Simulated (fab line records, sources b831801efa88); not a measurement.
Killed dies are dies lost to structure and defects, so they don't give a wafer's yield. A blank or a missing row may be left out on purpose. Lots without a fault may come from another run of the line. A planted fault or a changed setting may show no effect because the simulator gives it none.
Problem report in the 8D (eight disciplines) form, filled by code | flow sky130 | the parts of the form that need people (team, actions taken, sign-off) are left out

1. THE PROBLEM
killed_at_front_end at SKY_PAD_OPEN_PROBE_99 reads a mean of 72 on 6 wafers of 2 lots; wafers without a fault read 16 with a standard deviation of 4.5. That is +12 standard deviations from the usual mean.
First seen on wafer L348.1, day 50 02:17, on prober-01. The record holds 6 wafers of 2 lots with a number at this step. Rule for "out", or "out of limits": more than 4 standard deviations from the usual mean. The other wafers with a number count as sound.

2. WHAT IT IS AND WHAT IT IS NOT
question                    | is                               | is not
which readings at this step | killed_at_front_end, killed_dies | killed_at_M0_to_M3, killed_at_M4_up, killed_at_contacts, killed_at_other, killed_open, killed_short
which lots                  | L348, L349                       | -
which wafers of those lots  | all that have a number           | -
read on which tools         | prober-01, prober-02             | -
when                        | from day 50 02:17                | up to then (0 sound wafers)

3. SUSPECTS, AND WHAT RULES EACH OUT
Counting: a tool at a process step up to the reading stays a suspect if it ran every lot that is out and no sound lot after the first of them.
- lpcvd-01 at SKY_POLY_GATE_CVD_00 (deposits poly-Si, target thk 180 nm, time 720 s): kept. It ran every lot that is out, first L348 (day 20 15:43), and no sound lot after that.
- rie_metal-04 at SKY_CAP2M_METAL_ETCH_13 (etches TiN in Cl2/BCl3, stops on SiO2, target depth 220 nm, time 62.9 s): kept. It ran every lot that is out, first L348 (day 45 22:31), and no sound lot after that.
Left after counting: lpcvd-01 at SKY_POLY_GATE_CVD_00, rie_metal-04 at SKY_CAP2M_METAL_ETCH_13.

4. THE CAUSE (what the simulator had put in)
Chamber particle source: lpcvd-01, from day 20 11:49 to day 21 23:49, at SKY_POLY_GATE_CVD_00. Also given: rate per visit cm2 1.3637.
Counting left 2 suspects, and this tool is among them.

5. THE CHAIN OF EFFECTS, in route order
Each row: a reading whose mean over the struck wafers that have a number lies more than 3 standard deviations from the usual. Only readings for which the record gives a usual standard deviation are gone through. hours: the time from each lot's start at the first step in this table that gives one to its start at this step, as a median over the lots. sigmas: the change in usual standard deviations.
hours | step                  | reading             | usual | on struck wafers | change | sigmas
0     | SKY_PAD_OPEN_PROBE_99 | killed_at_front_end | 16    | 72               | +56    | +12
0     | SKY_PAD_OPEN_PROBE_99 | killed_dies         | 87    | 142              | +55    | +6.2
The process steps in it:
- SKY_PAD_OPEN_PROBE_99

6. WHAT WOULD HAVE CAUGHT IT SOONER
In this record the first reading out of limits was taken at day 50 02:17, 710 hours after the fault began at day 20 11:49.
Of the tool readings at SKY_POLY_GATE_CVD_00 for which the record gives a usual standard deviation, none was out on any struck wafer, so an alarm limit of 4 standard deviations on them would not have fired.
All the lots that are out (2) had begun SKY_POLY_GATE_CVD_00 on lpcvd-01 by day 50 02:17. A hold on the tool at that time would have spared none of them.
